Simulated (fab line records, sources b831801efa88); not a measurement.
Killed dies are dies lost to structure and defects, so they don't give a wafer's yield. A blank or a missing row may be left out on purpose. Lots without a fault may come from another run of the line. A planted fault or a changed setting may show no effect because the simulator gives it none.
fab line records | flow sky130
record lots=6 wafers=18 last_day=50
route steps=708 shown SONOS_TUNNEL@158 SONOS_ONO@168 PAD_OPEN@708
lots that met no fault: from a run of the same line without faults
start_h: hours from the record's first day to the start of the lot's first wafer shown | wait_h: hours since the lot's step before | " the same as in the row above | L1.1+2: a row that stands for several wafers | - no value, or no start given | * or withheld: withheld | < > ~ a bound
route shown NAME@n: a module of which the file shows steps, and the number in the route of the first | usual: mean/standard deviation of fault-free wafers | same: alike in all rows | chamber/n: place in a boat | sites: the reading at each site | _std_site: their standard deviation | _edge_site: outer sites' mean less inner sites' | radius_mm: how far each site lies from the wafer's centre | mask NAME#n: copy n | behind: the tool/chamber that last shaped the wafer | hold: why the lot was held/for how many hours/how that ended | device: the transistor (n, p or np) that didn't switch | end of line: the same wafers' tests at the end of the route | a step without rows: its recipe alone | killed: dies lost to structure and defects at the first sort, not the wafer's yield | map: a wafer's dies, x killed, . not, _ none there
set.NAME: the setting as run; set.NAME@STEP: as run at that earlier step | model.NAME: the simulator's own value behind a step, which no gauge read
lots at some steps of the route; a table a step, a row a wafer
services: from which hour (start_h, from the record's first day; less than 0 if before it) a tool's chamber was out of use, for how many hours, and why
## steps
# step SKY_SONOS_TUNNEL_EXPOSE_04
# recipe mask_id=TUNM na=0.6 source_shape=conventional sigma_outer=0.6 polarization=unpolarized target_cd_nm=410 dose_mj=136
# step SKY_SONOS_TUNNEL_PEB_05
# recipe temp_c=withheld time_s=* resist=NOVOLAK
# step SKY_SONOS_TUNNEL_DEVELOP_06
# recipe resist=NOVOLAK developer=TMAH develop_time_s=60 dev_temp_c=23
# step SKY_SONOS_TUNNEL_CD_MEAS_07
# recipe target_cd_nm=410
# usual cd_nm=410.1/1.8
# columns lot.wafer tool chamber start_h wait_h cd_nm
L873.2 cd_sem-01 - 250.01 0.1 412.2
L873.4 " - " " 411.9
L873.6 " - " " 410.4
L876.1 cd_sem-01 - 269.89 0.1 410.2
L876.4 " - " " 410.6
L876.6 " - " " 409.4
L888.2 cd_sem-01 - 363.56 0.1 411.2
L888.3 " - " " 411.6
L888.5 " - " " 409.1
L889.1 cd_sem-01 - 377.54 0.1 409.6
L889.3 " - " " 407.2
L889.5 " - " " 410.1
L895.1 cd_sem-01 - 434.78 0.1 408.1
L895.5 " - " " 408.4
L895.6 " - " " 409.0
L896.1 cd_sem-01 - 443.19 0.1 408.7
L896.2 " - " " 409.5
L896.3 " - " " 406.8
# step SKY_SONOS_TUNNEL_OVL_MEAS_08
# usual SONOS_TUNNEL_OVL=-0.8/1.4
# columns lot.wafer tool chamber start_h wait_h SONOS_TUNNEL_OVL[nm]
L873.2 overlay-02 - 250.12 0.1 -0.5
L873.4 " - " " -1.9
L873.6 " - " " -1.1
L876.1 overlay-02 - 270.01 0.1 -2.0
L876.4 " - " " -1.5
L876.6 " - " " 0.0
L888.2 overlay-01 - 363.66 0.1 -1.3
L888.3 " - " " -0.9
L888.5 " - " " -2.2
L889.1 overlay-01 - 377.66 0.1 -1.3
L889.3 " - " " -0.1
L889.5 " - " " 0.5
L895.1 overlay-01 - 434.90 0.1 -3.0
L895.5 " - " " -2.1
L895.6 " - " " -2.0
L896.1 overlay-02 - 443.31 0.1 0.0
L896.2 " - " " 0.6
L896.3 " - " " -0.7
# step SKY_SONOS_TUNNEL_IMPLANT_09
# recipe species=B energy_kev=20 dose_cm2=1e+12 tilt_deg=withheld
# step SKY_SONOS_TUNNEL_WET_ETCH_10
# recipe chemistry=dHF target_depth_nm=14 target=SiO2 dilution=100:1 temp_c=25 time_s=280
# step SKY_SONOS_TUNNEL_STRIP_11
# recipe chemistry=SPM time_s=600 temp_c=130
# step SKY_SONOS_TUNNEL_TW_MEAS_12
# usual SONOS_TUNNEL_TW=197.7/0.99
# columns lot.wafer tool chamber start_h wait_h SONOS_TUNNEL_TW
L873.2 film_metro-03 - 250.58 0.0 197.5
L873.4 " - " " 197.9
L873.6 " - " " 196.9
L876.1 film_metro-03 - 270.57 0.0 196.0
L876.4 " - " " 196.4
L876.6 " - " " 196.8
L888.2 film_metro-02 - 364.14 0.0 197.8
L888.3 " - " " 197.4
L888.5 " - " " 198.5
L889.1 film_metro-02 - 378.11 0.0 197.7
L889.3 " - " " 196.3
L889.5 " - " " 196.2
L895.1 film_metro-03 - 435.35 0.0 197.8
L895.5 " - " " 198.8
L895.6 " - " " 198.2
L896.1 film_metro-02 - 443.76 0.0 196.7
L896.2 " - " " 197.2
L896.3 " - " " 198.1
# step SKY_SONOS_TUNNEL_CLEAN_13
# recipe chemistry=dHF time_s=20 dilution=100:1 dry=ipa_marangoni
# step SKY_SONOS_ONO_OXIDATION_00
# recipe temp_c=800 ambient=O2 idle_temp_c=700 ramp_up_c_per_min=10 ramp_down_c_per_min=3 stabilise_s=600 purge_s=300 target_thk_a=26 ox_time_s=1249
# step SKY_SONOS_ONO_THK_MEAS_01
# recipe reads=SiO2_of_SONOS_ONO_OXIDATION_00
# usual SONOS_ONO_OXIDATION_THK=2.59/0.063
# columns lot.wafer tool chamber start_h wait_h SONOS_ONO_OXIDATION_THK[nm]
L873.2 film_metro-01 - 252.18 0.0 2.54
L873.4 " - " " 2.54
L873.6 " - " " 2.56
L876.1 film_metro-02 - 272.71 0.0 2.60
L876.4 " - " " 2.57
L876.6 " - " " 2.55
L888.2 film_metro-02 - 365.56 0.0 2.52
L888.3 " - " " 2.57
L888.5 " - " " 2.57
L889.1 film_metro-02 - 379.53 0.0 2.61
L889.3 " - " " 2.61
L889.5 " - " " 2.60
L895.1 film_metro-02 - 439.92 0.0 2.68
L895.5 " - " " 2.57
L895.6 " - " " 2.64
L896.1 film_metro-02 - 445.57 0.0 2.60
L896.2 " - " " 2.57
L896.3 " - " " 2.65
# step SKY_SONOS_ONO_CVD_02
# recipe material=Si3N4 precursor=DCS/NH3 target_thk_nm=10.5 temp_c=770 time_s=180 pressure_mtorr=250
# usual spike_tc_centre_C=771.1/1 zone_power_upper_pct=12.5/0.7
# columns lot.wafer tool chamber start_h wait_h spike_tc_centre_C zone_power_upper_pct model.Si3N4_of_SONOS_ONO_CVD_02.thk_nm
L873.2 lpcvd-02 1 254.37 2.2 770.1 13.1 10.22
L873.4 " 1 " " 772.6 13.3 10.23
L873.6 " 1 " " 771.3 13.3 10.42
L876.1 lpcvd-02 1 275.73 3.0 769.5 13.0 10.55
L876.4 " 1 " " 771.3 13.1 10.45
L876.6 " 1 " " 773.1 13.1 10.51
L888.2 lpcvd-02 0 366.31 0.7 771.7 11.5 9.826
L888.3 " 0 " " 771.9 11.6 9.796
L888.5 " 0 " " 771.0 11.8 9.785
L889.1 lpcvd-02 0 379.59 0.1 770.9 11.9 9.882
L889.3 " 0 " " 771.8 11.8 9.925
L889.5 " 0 " " 771.9 11.8 10.02
L895.1 lpcvd-02 1 439.98 0.1 770.9 13.2 10.44
L895.5 " 1 " " 771.4 13.0 10.36
L895.6 " 1 " " 772.5 13.2 10.34
L896.1 lpcvd-02 1 445.63 0.1 769.9 13.0 10.44
L896.2 " 1 " " 772.8 13.1 10.49
L896.3 " 1 " " 769.7 13.2 10.53
# step SKY_SONOS_ONO_THK_MEAS_03
# recipe reads=Si3N4_of_SONOS_ONO_CVD_02
# usual SONOS_ONO_CVD_02_THK=10.44/0.13
# columns lot.wafer tool chamber start_h wait_h SONOS_ONO_CVD_02_THK[nm]
L873.2 film_metro-01 - 255.96 0.0 10.24
L873.4 " - " " 10.17
L873.6 " - " " 10.40
L876.1 film_metro-01 - 276.78 0.0 10.58
L876.4 " - " " 10.41
L876.6 " - " " 10.52
L888.2 film_metro-02 - 367.37 0.0 9.82
L888.3 " - " " 9.83
L888.5 " - " " 9.79
L889.1 film_metro-02 - 380.64 0.0 9.91
L889.3 " - " " 9.91
L889.5 " - " " 10.03
L895.1 film_metro-01 - 441.03 0.0 10.42
L895.5 " - " " 10.39
L895.6 " - " " 10.36
L896.1 film_metro-01 - 446.68 0.0 10.45
L896.2 " - " " 10.45
L896.3 " - " " 10.54
# step SKY_SONOS_ONO_CVD_04
# recipe material=SiO2 precursor=SiH4/N2O target_thk_nm=5.7199 temp_c=900 pressure_mtorr=400
# step SKY_PAD_OPEN_PROBE_99
# usual killed_at_M0_to_M3=43/6.9 killed_at_M4_up=3.1/1.9 killed_at_contacts=24/5.4 killed_at_front_end=14/4.3 killed_at_other=0.3/0.53 killed_dies=84/9.5 killed_open=46/6.8 killed_short=38/6
# same gross_dies=492 killed_at_back_side=0
# columns lot.wafer tool chamber start_h wait_h killed_at_M0_to_M3 killed_at_M4_up killed_at_contacts killed_at_front_end killed_at_other killed_dies killed_open killed_short model.etest.cap_ono.gate_log10_a_cm2 model.etest.cap_ono.tox_acc_nm model.etest.sonos_programmed.vt_v model.etest.sonos_erased.vt_v model.etest.sonos_baked.vt_v model.etest.sonos_baked.vt_less_v
L873.2 prober-02 - 1076.01 0.1 43 2 20 18 0 83 47 36 -7.884 12.85 1.46 -2.298 0.9737 -0.4861
L873.4 prober-02 - 1076.11 0.2 56 4 20 12 0 92 47 45 -7.735 12.73 1.558 -2.385 0.9413 -0.6169
L873.6 prober-02 - 1076.21 0.2 50 3 24 20 0 97 45 52 -8 12.88 1.393 -2.302 0.9233 -0.4694
L876.1 prober-01 - 1096.40 0.1 41 2 15 21 0 79 39 40 -7.857 12.82 1.478 -2.283 0.9969 -0.4808
L876.4 prober-01 - 1096.55 0.2 50 1 29 10 1 91 49 42 -7.855 12.8 1.518 -2.318 0.9841 -0.5337
L876.6 prober-01 - 1096.65 0.2 38 5 14 17 0 74 38 36 -7.644 12.68 1.547 -2.339 1.032 -0.5152
L889.1 prober-02 - 1168.81 0.1 33 5 25 14 0 77 36 41 -7.625 12.59 1.61 -2.352 1.01 -0.5997
L889.3 prober-02 - 1168.91 0.2 40 3 23 12 0 78 50 28 -7.616 12.61 1.584 -2.391 1.025 -0.5593
L889.5 prober-02 - 1169.01 0.2 42 1 26 6 0 75 50 25 -7.769 12.75 1.491 -2.325 1.037 -0.4537
L888.2 prober-02 - 1172.51 0.1 41 3 13 10 0 67 31 36 -7.188 12.32 1.72 -2.487 1.073 -0.647
L888.3 prober-02 - 1172.56 0.2 32 2 26 7 1 68 43 25 -7.39 12.38 1.701 -2.456 1.076 -0.6252
L888.5 prober-02 - 1172.66 0.2 43 4 32 25 0 104 53 50 -7.149 12.32 1.693 -2.478 1.109 -0.5837
L895.1 prober-02 - 1206.65 0.1 45 4 23 21 1 94 49 45 -7.644 12.74 1.56 -2.315 0.9793 -0.581
L895.5 prober-02 - 1206.85 0.2 35 1 25 19 1 81 40 41 -7.779 12.8 1.494 -2.305 0.954 -0.5405
L895.6 prober-02 - 1206.90 0.2 45 0 24 17 0 86 52 34 -7.9 12.77 1.48 -2.325 0.9645 -0.5153
L896.1 prober-02 - 1211.25 0.1 44 3 19 12 1 79 41 37 -7.998 12.95 1.458 -2.214 0.9344 -0.5238
L896.2 prober-02 - 1211.30 0.1 53 5 15 13 0 86 46 40 -7.913 12.93 1.456 -2.272 0.9544 -0.5012
L896.3 prober-02 - 1211.35 0.2 40 2 26 9 0 77 45 32 -7.981 12.97 1.446 -2.218 0.946 -0.4995
# killed by level:class
L873.2 CONTACT:geometric_particle:open=9 VIA1:geometric_particle:open=9 CONTACT:geometric_particle:short=6 METAL1:geometric_particle:short=6 VIA2:geometric_particle:open=6 VIA1:geometric_particle:short=4 FIELD_ISO:geometric_particle:open=4 POLY_GATE:geometric_particle:open=4
L873.4 VIA1:geometric_particle:open=12 VIA2:geometric_particle:open=8 VIA2:geometric_particle:short=8 METAL1:geometric_particle:short=7 CONTACT:geometric_particle:open=6 VIA1:geometric_particle:short=6 LI_CONTACT:geometric_particle:open=4 VIA3:geometric_particle:open=4
L873.6 VIA1:geometric_particle:open=14 POLY_GATE:geometric_particle:short=10 CONTACT:geometric_particle:open=9 METAL1:geometric_particle:short=9 LI_CONTACT:geometric_particle:open=7 METAL2:geometric_particle:short=7 LI_CONTACT:geometric_particle:short=5 METAL3:geometric_particle:short=5
L876.1 FIELD_ISO:geometric_particle:short=7 LI_CONTACT:geometric_particle:open=7 VIA2:geometric_particle:open=7 FIELD_ISO:geometric_particle:open=6 VIA1:geometric_particle:open=5 METAL2:geometric_particle:short=5 VIA2:geometric_particle:short=5 VIA3:geometric_particle:open=5
L876.4 CONTACT:geometric_particle:open=10 VIA2:geometric_particle:open=8 LOCAL_INTERCONNECT:geometric_particle:short=8 METAL2:geometric_particle:short=8 VIA3:geometric_particle:open=8 LI_CONTACT:geometric_particle:open=7 METAL1:geometric_particle:short=5 VIA1:geometric_particle:open=5
L876.6 VIA1:geometric_particle:open=9 VIA2:geometric_particle:open=6 FIELD_ISO:geometric_particle:open=4 METAL4:geometric_particle:short=4 POLY_GATE:geometric_particle:short=4 METAL1:geometric_particle:short=4 VIA3:geometric_particle:short=4 VIA3:geometric_particle:open=4
L889.1 CONTACT:geometric_particle:open=9 LI_CONTACT:geometric_particle:open=7 POLY_GATE:geometric_particle:short=6 VIA1:geometric_particle:open=6 VIA2:geometric_particle:short=6 METAL1:geometric_particle:short=5 VIA2:geometric_particle:open=5 LOCAL_INTERCONNECT:geometric_particle:short=4
L889.3 VIA1:geometric_particle:open=14 CONTACT:geometric_particle:open=10 FIELD_ISO:geometric_particle:open=7 VIA2:geometric_particle:open=6 LI_CONTACT:geometric_particle:short=5 LI_CONTACT:geometric_particle:open=4 VIA3:geometric_particle:open=4 FIELD_ISO:geometric_particle:short=3
L889.5 VIA1:geometric_particle:open=16 LI_CONTACT:geometric_particle:open=8 CONTACT:geometric_particle:open=8 VIA3:geometric_particle:open=6 VIA2:geometric_particle:open=6 CONTACT:geometric_particle:short=4 LI_CONTACT:geometric_particle:short=3 METAL1:geometric_particle:short=3
L888.2 VIA1:geometric_particle:short=10 VIA3:geometric_particle:open=7 VIA1:geometric_particle:open=7 METAL2:geometric_particle:short=5 LI_CONTACT:geometric_particle:short=5 FIELD_ISO:geometric_particle:short=4 METAL1:geometric_particle:short=4 CONTACT:geometric_particle:open=4
L888.3 VIA1:geometric_particle:open=11 LI_CONTACT:geometric_particle:open=8 CONTACT:geometric_particle:open=8 VIA2:geometric_particle:open=6 LOCAL_INTERCONNECT:geometric_particle:short=4 METAL1:geometric_particle:short=4 VIA3:geometric_particle:open=3 FIELD_ISO:geometric_particle:open=2
L888.5 VIA1:geometric_particle:open=15 FIELD_ISO:geometric_particle:short=11 CONTACT:geometric_particle:open=11 CONTACT:geometric_particle:short=8 FIELD_ISO:geometric_particle:open=7 VIA1:geometric_particle:short=7 LI_CONTACT:geometric_particle:open=6 VIA2:geometric_particle:open=5
L895.1 VIA1:geometric_particle:open=12 VIA3:geometric_particle:open=8 CONTACT:geometric_particle:open=7 FIELD_ISO:geometric_particle:short=6 POLY_GATE:geometric_particle:short=6 LI_CONTACT:geometric_particle:open=6 METAL2:geometric_particle:short=6 VIA1:geometric_particle:short=5
L895.5 CONTACT:geometric_particle:open=8 VIA1:geometric_particle:short=7 FIELD_ISO:geometric_particle:open=6 LOCAL_INTERCONNECT:geometric_particle:short=5 VIA2:geometric_particle:open=5 FIELD_ISO:geometric_particle:short=4 POLY_GATE:geometric_particle:open=4 LI_CONTACT:geometric_particle:open=4
L895.6 LOCAL_INTERCONNECT:geometric_particle:short=9 VIA3:geometric_particle:open=8 POLY_GATE:geometric_particle:open=7 CONTACT:geometric_particle:open=7 VIA1:geometric_particle:open=7 VIA3:geometric_particle:short=7 FIELD_ISO:geometric_particle:open=5 LI_CONTACT:geometric_particle:open=5
L896.1 VIA1:geometric_particle:open=11 VIA3:geometric_particle:open=9 CONTACT:geometric_particle:open=6 VIA2:geometric_particle:open=6 CONTACT:geometric_particle:short=5 FIELD_ISO:geometric_particle:short=4 POLY_GATE:geometric_particle:short=4 VIA3:geometric_particle:short=4
L896.2 VIA3:geometric_particle:open=13 VIA2:geometric_particle:open=9 VIA1:geometric_particle:open=8 METAL1:geometric_particle:short=6 METAL2:geometric_particle:short=5 CONTACT:geometric_particle:open=5 VIA3:geometric_particle:short=5 METAL4:geometric_particle:short=5
L896.3 LI_CONTACT:geometric_particle:open=9 VIA2:geometric_particle:open=8 VIA1:geometric_particle:open=8 CONTACT:geometric_particle:open=6 METAL2:geometric_particle:short=6 VIA3:geometric_particle:open=5 CONTACT:geometric_particle:short=5 METAL1:geometric_particle:short=4
## services
# columns tool chamber start_h hours kind
lpcvd-02 - 332.68 2.8 pm
## key
first_sign step=SKY_SONOS_ONO_THK_MEAS_03 reading=SONOS_ONO_CVD_02_THK direction=down sigmas=4.4 usual=10.44 struck=9.88
effect none on later readings
model_effect step=SKY_SONOS_ONO_CVD_02 value=Si3N4_of_SONOS_ONO_CVD_02.thk_nm without=10.58 struck=9.872
model_effect step=SKY_PAD_OPEN_PROBE_99 value=etest.cap_ono.gate_log10_a_cm2 without=-7.921 struck=-7.456
met_at SKY_SONOS_ONO_CVD_02
struck_wafers L888.2,L888.3,L888.5,L889.1,L889.3,L889.5
tester_left_out L888,L889
fault kind=process_parameter_drift tool=lpcvd-02 chamber=0 onset_h=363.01 steps=SKY_SONOS_ONO_CVD_02 channel=time_s offset=* shape=step end_h=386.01 acts_in=* stated=*
# tester_left_out: of these lots the tester's yield and bins aren't shown, on N5 and GAA mostly nor the transistor test; their killed dies are dies lost to structure and defects alone, not to doping, threshold or leakage, so they don't give the yield
